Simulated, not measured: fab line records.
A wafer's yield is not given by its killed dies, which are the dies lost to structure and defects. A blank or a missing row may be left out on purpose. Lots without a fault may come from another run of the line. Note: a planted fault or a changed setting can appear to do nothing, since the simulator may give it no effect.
fab line records	flow sky130	part 1 of 2: steps 1 to 32 of 45
record lots=5	wafers=15	last-day=51
route steps=708 shown VT_ADJUST_LVTN@103 VT_ADJUST_NCORE@119 VT_ADJUST_HVTR@131 VT_ADJUST_PCH@143
lots that met no fault: from a run of the same line without faults
start-h: start of the lot's first displayed wafer, in hours after the record's first day	wait-h: time in hours since the lot's previous step	" the same as in the row above	L1.1+2: several wafers, shown together as one row	- no value present, or no start provided	* or withheld: withheld	< > ~ a bound
route shown NAME@n: a module of which the file shows steps, and the number in the route of the first	usual: mean/standard deviation taken from wafers without a fault	same: alike in all rows	chamber/n: place in a boat	sites: the reading at each site	_std_site: the values' standard deviation	_edge_site: inner sites' mean taken away from outer sites' mean	radius-mm: how far each site lies from the wafer's centre	mask NAME#n: copy n	behind: the tool/chamber that last shaped the wafer	hold: reason for holding the lot/hours on hold/outcome of the hold	device: the n, p or np transistor that did not switch	end of line: tests of these same wafers at the route's end	step lacking rows: just its recipe	killed: at the first sort, the dies lost to defects and structure; wafer yield is something else	map: the dies of a wafer, with x for killed, . for not killed, _ for no die there
set.NAME: the setting that was run; set.NAME@STEP: the one run at that earlier step	model.NAME: the simulator's own value behind a step, which no gauge read
lots seen at some steps along the route; tables by step, rows by wafer
services: a tool's chamber out of use, with start hour (start-h, from the record's first day; less than 0 if before it), hours out, and reason
## steps
# step SKY_VT_ADJUST_LVTN_DEVELOP_06
# recipe wall-angle-deg=90	developer=TMAH	develop-time-s=58.4	dev-temp-c=23
lot.wafer	tool	chamber	start-h	wait-h
L074.1+3+6	litho-track-02	0	-	-
L078.2+3+5	litho-track-04	0	-	-
L080.1+2+4	litho-track-01	0	-	-
L095.2+3+5	litho-track-02	0	-	-
L097.1+4+5	litho-track-02	0	-	-
# step SKY_VT_ADJUST_LVTN_OVL_MEAS_07
# usual VT_ADJUST_LVTN_OVL=-0.4/1.5
lot.wafer	tool	chamber	start-h	wait-h	VT_ADJUST_LVTN_OVL[nm]
L074.1	overlay-02	-	149.97	-	-2.0
L074.3	"	-	"	"	-3.9
L074.6	"	-	"	"	-1.5
L078.2	overlay-01	-	176.51	-	-3.2
L078.3	"	-	"	"	0.1
L078.5	"	-	"	"	0.8
L080.1	overlay-02	-	185.45	-	-3.1
L080.2	"	-	"	"	-2.9
L080.4	"	-	"	"	-1.9
L095.2	overlay-02	-	288.27	-	-2.0
L095.3	"	-	"	"	-0.4
L095.5	"	-	"	"	-2.1
L097.1	overlay-02	-	292.27	-	1.0
L097.4	"	-	"	"	0.4
L097.5	"	-	"	"	0.2
# step SKY_VT_ADJUST_LVTN_IMPLANT_08
# recipe species=B	energy-kev=30	dose-cm2=1.57e+12	tilt-deg=withheld
lot.wafer	tool	chamber	start-h	wait-h
L074.1+3+6	implanter-01	0	150.01	0.0
L078.2+3+5	implanter-04	0	176.56	0.0
L080.1+2+4	implanter-02	0	185.48	0.0
L095.2+3+5	implanter-01	0	288.33	0.0
L097.1+4+5	implanter-04	0	292.30	0.0
# step SKY_VT_ADJUST_LVTN_STRIP_09
# recipe chemistry=O2/N2	power-w=1400	pressure-mtorr=1500	platen-temp-c=withheld	o2-flow-sccm=3000	n2-flow-sccm=300	overash-fraction=0.5
# usual drypump-motor-current-A=5.6/0.33	oes-product-au=0.722/0.0042	strip-time-to-endpoint-s=36.95/0.087
lot.wafer	tool	chamber	start-h	wait-h	drypump-motor-current-A	oes-product-au	rf-hours-counter-h	strip-time-to-endpoint-s
L074.1	plasma-asher-03	1	150.16	0.1	5.2	0.726	3	36.86
L074.3	"	1	"	"	5.2	0.720	-	36.92
L074.6	"	0	"	"	5.3	0.723	-	36.86
L078.2	plasma-asher-02	1	176.69	0.1	6.1	0.720	39	37.16
L078.3	"	1	"	"	6.1	0.728	-	37.13
L078.5	"	1	"	"	6.1	0.721	-	37.19
L080.1	plasma-asher-03	0	185.63	0.1	5.3	0.720	5	37.00
L080.2	"	1	"	"	5.2	0.720	5	36.89
L080.4	"	0	"	"	5.3	0.725	-	37.02
L095.2	plasma-asher-01	1	288.45	0.1	5.8	0.720	62	36.93
L095.3	"	0	"	"	5.2	0.721	-	36.95
L095.5	"	1	"	"	5.8	0.722	-	37.02
L097.1	plasma-asher-02	1	292.45	0.1	6.1	0.718	49	37.05
L097.4	"	1	"	"	6.1	0.728	-	37.02
L097.5	"	1	"	"	6.1	0.724	-	37.04
# step SKY_VT_ADJUST_LVTN_TW_MEAS_10
# usual VT_ADJUST_LVTN_TW=241.9/1.8
lot.wafer	tool	chamber	start-h	wait-h	VT_ADJUST_LVTN_TW
L074.1	film-metro-01	-	150.26	0.1	238.1
L074.3	"	-	"	"	237.2
L074.6	"	-	"	"	237.7
L078.2	film-metro-04	-	176.80	0.1	242.7
L078.3	"	-	"	"	243.6
L078.5	"	-	"	"	243.1
L080.1	film-metro-02	-	185.73	0.1	243.7
L080.2	"	-	"	"	242.9
L080.4	"	-	"	"	244.5
L095.2	film-metro-04	-	288.56	0.1	244.1
L095.3	"	-	"	"	241.4
L095.5	"	-	"	"	241.6
L097.1	film-metro-04	-	292.55	0.1	241.8
L097.4	"	-	"	"	242.8
L097.5	"	-	"	"	242.9
# step SKY_VT_ADJUST_LVTN_DEHYDRATE_11
# recipe temp-c=200	time-s=60
lot.wafer	tool	chamber	start-h	wait-h
L074.1+3+6	litho-track-04	0	159.60	9.3
L078.2+3+5	litho-track-02	0	186.34	9.5
L080.1+2+4	litho-track-04	0	196.05	10.3
L095.2+3+5	litho-track-02	0	300.69	12.1
L097.1+4+5	litho-track-04	0	304.65	12.1
# step SKY_VT_ADJUST_LVTN_HMDS_12
# recipe prime-time-s=60	prime-temp-c=120
# same prime-time-s=60
lot.wafer	tool	chamber	start-h	wait-h
L074.1+3+6	litho-track-04	0	159.75	0.1
L078.2+3+5	litho-track-02	0	186.49	0.1
L080.1+2+4	litho-track-04	0	196.20	0.1
L095.2+3+5	litho-track-02	0	300.84	0.1
L097.1+4+5	litho-track-04	0	304.80	0.1
# step SKY_VT_ADJUST_LVTN_COAT_13
# recipe resist=NOVOLAK	spin-rpm=3000	resist-thk-nm=1140
lot.wafer	tool	chamber	start-h	wait-h
L074.1+3+6	litho-track-04	0	159.90	0.1
L078.2+3+5	litho-track-02	0	186.64	0.1
L080.1+2+4	litho-track-04	0	196.35	0.1
L095.2+3+5	litho-track-02	0	300.99	0.1
L097.1+4+5	litho-track-04	0	304.95	0.1
# step SKY_VT_ADJUST_LVTN_SOFTBAKE_14
# recipe temp-c=90	time-s=60	resist=NOVOLAK
lot.wafer	tool	chamber	start-h	wait-h
L074.1+3+6	litho-track-04	0	160.05	0.1
L078.2+3+5	litho-track-02	0	186.79	0.1
L080.1+2+4	litho-track-04	0	196.50	0.1
L095.2+3+5	litho-track-02	0	301.14	0.1
L097.1+4+5	litho-track-04	0	305.10	0.1
# step SKY_VT_ADJUST_LVTN_EXPOSE_15
# recipe mask-id=HVN_STD_DERIVED	na=0.6	source-shape=conventional	sigma-outer=0.6	polarization=unpolarized	target-cd-nm=600	dose-mj=163
# usual exposure-dose-mJ-cm2=163.00/0.18
lot.wafer	tool	chamber	start-h	wait-h	mask	exposure-dose-mJ-cm2
L074.1	iline-stepper-01	0	-	-	HVN_STD_DERIVED#0	163.11
L074.3	"	0	"	"	HVN_STD_DERIVED#0	163.15
L074.6	"	0	"	"	HVN_STD_DERIVED#0	163.19
L078.2	iline-stepper-02	0	-	-	HVN_STD_DERIVED#0	163.31
L078.3	"	0	"	"	HVN_STD_DERIVED#0	163.03
L078.5	"	0	"	"	HVN_STD_DERIVED#0	163.07
L080.1	iline-stepper-01	0	-	-	HVN_STD_DERIVED#0	162.70
L080.2	"	0	"	"	HVN_STD_DERIVED#0	163.00
L080.4	"	0	"	"	HVN_STD_DERIVED#0	162.96
L095.2	iline-stepper-01	0	-	-	HVN_STD_DERIVED#0	162.90
L095.3	"	0	"	"	HVN_STD_DERIVED#0	162.90
L095.5	"	0	"	"	HVN_STD_DERIVED#0	162.77
L097.1	iline-stepper-01	0	-	-	HVN_STD_DERIVED#0	163.21
L097.4	"	0	"	"	HVN_STD_DERIVED#0	162.99
L097.5	"	0	"	"	HVN_STD_DERIVED#0	163.20
# step SKY_VT_ADJUST_LVTN_PEB_16
# recipe temp-c=withheld	time-s=*	resist=NOVOLAK
lot.wafer	tool	chamber	start-h	wait-h
L074.1+3+6	litho-track-04	0	-	-
L078.2+3+5	litho-track-04	0	-	-
L080.1+2+4	litho-track-02	0	-	-
L095.2+3+5	litho-track-04	0	-	-
L097.1+4+5	litho-track-01	0	-	-
# step SKY_VT_ADJUST_LVTN_DEVELOP_17
# recipe resist=NOVOLAK	developer=TMAH	develop-time-s=60	dev-temp-c=23
lot.wafer	tool	chamber	start-h	wait-h
L074.1+3+6	litho-track-04	0	169.90	0.1
L078.2+3+5	litho-track-04	0	197.43	0.1
L080.1+2+4	litho-track-02	0	207.37	0.1
L095.2+3+5	litho-track-04	0	313.83	0.1
L097.1+4+5	litho-track-01	0	318.15	0.1
# step SKY_VT_ADJUST_LVTN_OVL_MEAS_18
# usual VT_ADJUST_LVTN_01_OVL=-1.1/1.8
lot.wafer	tool	chamber	start-h	wait-h	VT_ADJUST_LVTN_01_OVL[nm]
L074.1	overlay-01	-	170.05	0.1	-2.0
L074.3	"	-	"	"	-3.2
L074.6	"	-	"	"	-1.8
L078.2	overlay-01	-	197.56	0.1	1.5
L078.3	"	-	"	"	0.9
L078.5	"	-	"	"	0.3
L080.1	overlay-02	-	207.52	0.1	-4.2
L080.2	"	-	"	"	-5.2
L080.4	"	-	"	"	-1.8
L095.2	overlay-02	-	313.96	0.1	-2.0
L095.3	"	-	"	"	-1.0
L095.5	"	-	"	"	-2.7
L097.1	overlay-02	-	318.30	0.1	-1.2
L097.4	"	-	"	"	0.7
L097.5	"	-	"	"	-0.2
# step SKY_VT_ADJUST_LVTN_IMPLANT_19
# recipe species=B	energy-kev=30	dose-cm2=6.5e+11	tilt-deg=withheld
lot.wafer	tool	chamber	start-h	wait-h
L074.1+3+6	implanter-04	0	170.09	0.0
L078.2+3+5	implanter-01	0	197.61	0.0
L080.1+2+4	implanter-04	0	207.56	0.0
L095.2+3+5	implanter-04	0	314.01	0.0
L097.1+4+5	implanter-01	0	318.33	0.0
# step SKY_VT_ADJUST_LVTN_STRIP_20
# recipe chemistry=O2/N2	power-w=1400	pressure-mtorr=1500	platen-temp-c=withheld	o2-flow-sccm=3000	n2-flow-sccm=300	overash-fraction=0.5
# usual drypump-motor-current-A=5.5/0.3	oes-product-au=0.716/0.0044	strip-time-to-endpoint-s=14.15/0.046
lot.wafer	tool	chamber	start-h	wait-h	drypump-motor-current-A	oes-product-au	rf-hours-counter-h	strip-time-to-endpoint-s
L074.1	plasma-asher-01	1	170.24	0.1	5.7	0.712	51	14.17
L074.3	"	1	"	"	5.8	0.714	-	14.19
L074.6	"	1	"	"	5.7	0.721	-	14.19
L078.2	plasma-asher-03	0	197.74	0.1	5.3	0.719	7	14.21
L078.3	"	0	"	"	5.3	0.721	-	14.15
L078.5	"	1	"	"	5.3	0.715	-	14.15
L080.1	plasma-asher-03	1	207.71	0.1	5.2	0.719	8	14.14
L080.2	"	0	"	"	5.3	0.721	8	14.17
L080.4	"	1	"	"	5.2	0.718	-	14.18
L095.2	plasma-asher-01	0	314.14	0.1	5.2	0.714	64	14.10
L095.3	"	0	"	"	5.2	0.716	-	14.06
L095.5	"	1	"	"	5.8	0.716	-	14.11
L097.1	plasma-asher-03	1	318.48	0.1	5.2	0.719	19	14.13
L097.4	"	0	"	"	5.3	0.715	-	14.19
L097.5	"	0	"	"	5.3	0.717	-	14.16
# step SKY_VT_ADJUST_LVTN_TW_MEAS_21
# usual VT_ADJUST_LVTN_2_TW=188.7/1.3
lot.wafer	tool	chamber	start-h	wait-h	VT_ADJUST_LVTN_2_TW
L074.1	film-metro-04	-	170.34	0.1	189.5
L074.3	"	-	"	"	188.7
L074.6	"	-	"	"	188.7
L078.2	film-metro-01	-	197.85	0.1	187.1
L078.3	"	-	"	"	188.3
L078.5	"	-	"	"	186.9
L080.1	film-metro-02	-	207.81	0.1	189.2
L080.2	"	-	"	"	188.7
L080.4	"	-	"	"	189.6
L095.2	film-metro-04	-	314.25	0.1	188.8
L095.3	"	-	"	"	190.0
L095.5	"	-	"	"	188.5
L097.1	film-metro-04	-	318.58	0.1	188.5
L097.4	"	-	"	"	190.7
L097.5	"	-	"	"	190.0
# step SKY_VT_ADJUST_NCORE_DEHYDRATE_00
# recipe temp-c=200	time-s=60
lot.wafer	tool	chamber	start-h	wait-h
L074.1+3+6	litho-track-03	0	180.22	9.9
L078.2+3+5	litho-track-02	0	208.19	10.3
L080.1+2+4	litho-track-03	0	217.67	9.9
L095.2+3+5	litho-track-02	0	326.54	12.3
L097.1+4+5	litho-track-03	0	330.82	12.2
# step SKY_VT_ADJUST_NCORE_HMDS_01
# recipe prime-time-s=60	prime-temp-c=120
# same prime-time-s=60
lot.wafer	tool	chamber	start-h	wait-h
L074.1+3+6	litho-track-03	0	180.37	0.1
L078.2+3+5	litho-track-02	0	208.34	0.1
L080.1+2+4	litho-track-03	0	217.82	0.1
L095.2+3+5	litho-track-02	0	326.69	0.1
L097.1+4+5	litho-track-03	0	330.97	0.1
# step SKY_VT_ADJUST_NCORE_COAT_02
# recipe resist=NOVOLAK	spin-rpm=3000	resist-thk-nm=1140
lot.wafer	tool	chamber	start-h	wait-h
L074.1+3+6	litho-track-03	0	180.52	0.1
L078.2+3+5	litho-track-02	0	208.49	0.1
L080.1+2+4	litho-track-03	0	217.97	0.1
L095.2+3+5	litho-track-02	0	326.84	0.1
L097.1+4+5	litho-track-03	0	331.12	0.1
# step SKY_VT_ADJUST_NCORE_SOFTBAKE_03
# recipe temp-c=90	time-s=60	resist=NOVOLAK
lot.wafer	tool	chamber	start-h	wait-h
L074.1+3+6	litho-track-03	0	180.67	0.1
L078.2+3+5	litho-track-02	0	208.64	0.1
L080.1+2+4	litho-track-03	0	218.12	0.1
L095.2+3+5	litho-track-02	0	326.99	0.1
L097.1+4+5	litho-track-03	0	331.27	0.1
# step SKY_VT_ADJUST_NCORE_EXPOSE_04
# recipe mask-id=LVTN_COMPLEMENT_THIN	na=0.6	source-shape=conventional	sigma-outer=0.6	polarization=unpolarized	target-cd-nm=380	dose-mj=139
# usual exposure-dose-mJ-cm2=138.93/0.14
lot.wafer	tool	chamber	start-h	wait-h	mask	exposure-dose-mJ-cm2
L074.1	iline-stepper-01	0	-	-	LVTN_COMPLEMENT_THIN#0	139.01
L074.3	"	0	"	"	LVTN_COMPLEMENT_THIN#0	139.12
L074.6	"	0	"	"	LVTN_COMPLEMENT_THIN#0	139.13
L078.2	iline-stepper-02	0	-	-	LVTN_COMPLEMENT_THIN#0	138.82
L078.3	"	0	"	"	LVTN_COMPLEMENT_THIN#0	139.06
L078.5	"	0	"	"	LVTN_COMPLEMENT_THIN#0	138.98
L080.1	iline-stepper-02	0	-	-	LVTN_COMPLEMENT_THIN#0	138.88
L080.2	"	0	"	"	LVTN_COMPLEMENT_THIN#0	139.02
L080.4	"	0	"	"	LVTN_COMPLEMENT_THIN#0	138.67
L095.2	iline-stepper-02	0	-	-	LVTN_COMPLEMENT_THIN#0	139.22
L095.3	"	0	"	"	LVTN_COMPLEMENT_THIN#0	138.94
L095.5	"	0	"	"	LVTN_COMPLEMENT_THIN#0	139.09
L097.1	iline-stepper-01	0	-	-	LVTN_COMPLEMENT_THIN#0	139.12
L097.4	"	0	"	"	LVTN_COMPLEMENT_THIN#0	138.84
L097.5	"	0	"	"	LVTN_COMPLEMENT_THIN#0	139.11
# step SKY_VT_ADJUST_NCORE_PEB_05
# recipe temp-c=withheld	time-s=*	resist=NOVOLAK
lot.wafer	tool	chamber	start-h	wait-h
L074.1+3+6	litho-track-03	0	-	-
L078.2+3+5	litho-track-02	0	-	-
L080.1+2+4	litho-track-01	0	-	-
L095.2+3+5	litho-track-03	0	-	-
L097.1+4+5	litho-track-02	0	-	-
# step SKY_VT_ADJUST_NCORE_DEVELOP_06
# recipe resist=NOVOLAK	developer=TMAH	develop-time-s=60	dev-temp-c=23
lot.wafer	tool	chamber	start-h	wait-h
L074.1+3+6	litho-track-03	0	190.72	0.1
L078.2+3+5	litho-track-02	0	219.69	0.1
L080.1+2+4	litho-track-01	0	229.45	0.1
L095.2+3+5	litho-track-03	0	340.29	0.1
L097.1+4+5	litho-track-02	0	344.97	0.1
# step SKY_VT_ADJUST_NCORE_CD_MEAS_07
# recipe target-cd-nm=380
# usual cd-nm=379.6/2.4
lot.wafer	tool	chamber	start-h	wait-h	cd-nm
L074.1	cd-sem-02	-	190.99	0.2	376.7
L074.3	"	-	"	"	379.3
L074.6	"	-	"	"	379.0
L078.2	cd-sem-02	-	219.84	0.1	375.5
L078.3	"	-	"	"	374.5
L078.5	"	-	"	"	371.3
L080.1	cd-sem-02	-	229.60	0.1	380.7
L080.2	"	-	"	"	379.2
L080.4	"	-	"	"	378.5
L095.2	cd-sem-02	-	340.44	0.1	378.8
L095.3	"	-	"	"	379.1
L095.5	"	-	"	"	379.6
L097.1	cd-sem-01	-	345.12	0.1	378.7
L097.4	"	-	"	"	377.4
L097.5	"	-	"	"	377.4
# step SKY_VT_ADJUST_NCORE_OVL_MEAS_08
# usual VT_ADJUST_NCORE_OVL=0.5/1.4
lot.wafer	tool	chamber	start-h	wait-h	VT_ADJUST_NCORE_OVL[nm]
L074.1	overlay-02	-	191.11	0.1	-1.8
L074.3	"	-	"	"	-1.8
L074.6	"	-	"	"	0.3
L078.2	overlay-01	-	219.95	0.1	1.0
L078.3	"	-	"	"	0.3
L078.5	"	-	"	"	-1.6
L080.1	overlay-02	-	229.72	0.1	0.5
L080.2	"	-	"	"	-1.0
L080.4	"	-	"	"	3.3
L095.2	overlay-02	-	340.54	0.1	2.0
L095.3	"	-	"	"	0.8
L095.5	"	-	"	"	1.8
L097.1	overlay-02	-	345.24	0.1	1.1
L097.4	"	-	"	"	-0.3
L097.5	"	-	"	"	1.6
# step SKY_VT_ADJUST_NCORE_IMPLANT_09
# recipe species=B	energy-kev=10	dose-cm2=2.4e+12	tilt-deg=withheld
lot.wafer	tool	chamber	start-h	wait-h
L074.1+3+6	implanter-03	0	191.15	0.0
L078.2+3+5	implanter-03	0	220.00	0.0
L080.1+2+4	implanter-01	0	229.75	0.0
L095.2+3+5	implanter-01	0	340.60	0.0
L097.1+4+5	implanter-01	0	345.27	0.0
# step SKY_VT_ADJUST_NCORE_STRIP_10
# recipe chemistry=O2/N2	power-w=1400	pressure-mtorr=1500	platen-temp-c=withheld	o2-flow-sccm=3000	n2-flow-sccm=300	overash-fraction=0.5
# usual drypump-motor-current-A=5.5/0.35	oes-product-au=0.715/0.0047	strip-time-to-endpoint-s=14.15/0.037
lot.wafer	tool	chamber	start-h	wait-h	drypump-motor-current-A	oes-product-au	rf-hours-counter-h	strip-time-to-endpoint-s
L074.1	plasma-asher-04	0	191.30	0.1	5.6	0.709	47	14.14
L074.3	"	1	"	"	6.3	0.716	-	14.13
L074.6	"	0	"	"	5.6	0.720	-	14.10
L078.2	plasma-asher-01	0	220.13	0.1	5.2	0.716	55	14.17
L078.3	"	1	"	"	5.7	0.725	-	14.22
L078.5	"	0	"	"	5.2	0.718	-	14.25
L080.1	plasma-asher-01	0	229.90	0.1	5.2	0.719	56	14.14
L080.2	"	1	"	"	5.7	0.717	56	14.16
L080.4	"	0	"	"	5.2	0.713	-	14.17
L095.2	plasma-asher-04	1	340.72	0.1	6.2	0.716	62	14.11
L095.3	"	0	"	"	5.6	0.711	-	14.15
L095.5	"	1	"	"	6.3	0.713	-	14.11
L097.1	plasma-asher-03	0	345.42	0.1	5.3	0.722	21	14.09
L097.4	"	0	"	"	5.3	0.705	-	14.10
L097.5	"	0	"	"	5.3	0.716	-	14.08
# step SKY_VT_ADJUST_NCORE_TW_MEAS_11
# usual VT_ADJUST_NCORE_TW=220.3/1.3
lot.wafer	tool	chamber	start-h	wait-h	VT_ADJUST_NCORE_TW
L074.1	film-metro-03	-	191.40	0.1	219.9
L074.3	"	-	"	"	219.4
L074.6	"	-	"	"	218.8
L078.2	film-metro-02	-	220.24	0.1	220.7
L078.3	"	-	"	"	222.2
L078.5	"	-	"	"	220.0
L080.1	film-metro-03	-	230.00	0.1	217.9
L080.2	"	-	"	"	218.3
L080.4	"	-	"	"	218.1
L095.2	film-metro-02	-	340.83	0.1	220.6
L095.3	"	-	"	"	220.9
L095.5	"	-	"	"	221.0
L097.1	film-metro-02	-	345.52	0.1	222.1
L097.4	"	-	"	"	220.0
L097.5	"	-	"	"	223.0
# step SKY_VT_ADJUST_HVTR_DEHYDRATE_00
# recipe temp-c=200	time-s=60
lot.wafer	tool	chamber	start-h	wait-h
L074.1+3+6	litho-track-03	0	202.07	10.7
L078.2+3+5	litho-track-04	0	231.48	11.2
L080.1+2+4	litho-track-01	0	240.30	10.3
L095.2+3+5	litho-track-01	0	354.42	13.6
L097.1+4+5	litho-track-04	0	359.00	13.5
# step SKY_VT_ADJUST_HVTR_HMDS_01
# recipe prime-time-s=60	prime-temp-c=120
# same prime-time-s=60
lot.wafer	tool	chamber	start-h	wait-h
L074.1+3+6	litho-track-03	0	202.22	0.1
L078.2+3+5	litho-track-04	0	231.63	0.1
L080.1+2+4	litho-track-01	0	240.45	0.1
L095.2+3+5	litho-track-01	0	354.57	0.1
L097.1+4+5	litho-track-04	0	359.15	0.1
# step SKY_VT_ADJUST_HVTR_COAT_02
# recipe resist=NOVOLAK	spin-rpm=3000	resist-thk-nm=1140
lot.wafer	tool	chamber	start-h	wait-h
L074.1+3+6	litho-track-03	0	202.37	0.1
L078.2+3+5	litho-track-04	0	231.78	0.1
L080.1+2+4	litho-track-01	0	240.60	0.1
L095.2+3+5	litho-track-01	0	354.72	0.1
L097.1+4+5	litho-track-04	0	359.30	0.1
# step SKY_VT_ADJUST_HVTR_SOFTBAKE_03
# recipe temp-c=90	time-s=60	resist=NOVOLAK
lot.wafer	tool	chamber	start-h	wait-h
L074.1+3+6	litho-track-03	0	202.52	0.1
L078.2+3+5	litho-track-04	0	231.93	0.1
L080.1+2+4	litho-track-01	0	240.75	0.1
L095.2+3+5	litho-track-01	0	354.87	0.1
L097.1+4+5	litho-track-04	0	359.45	0.1
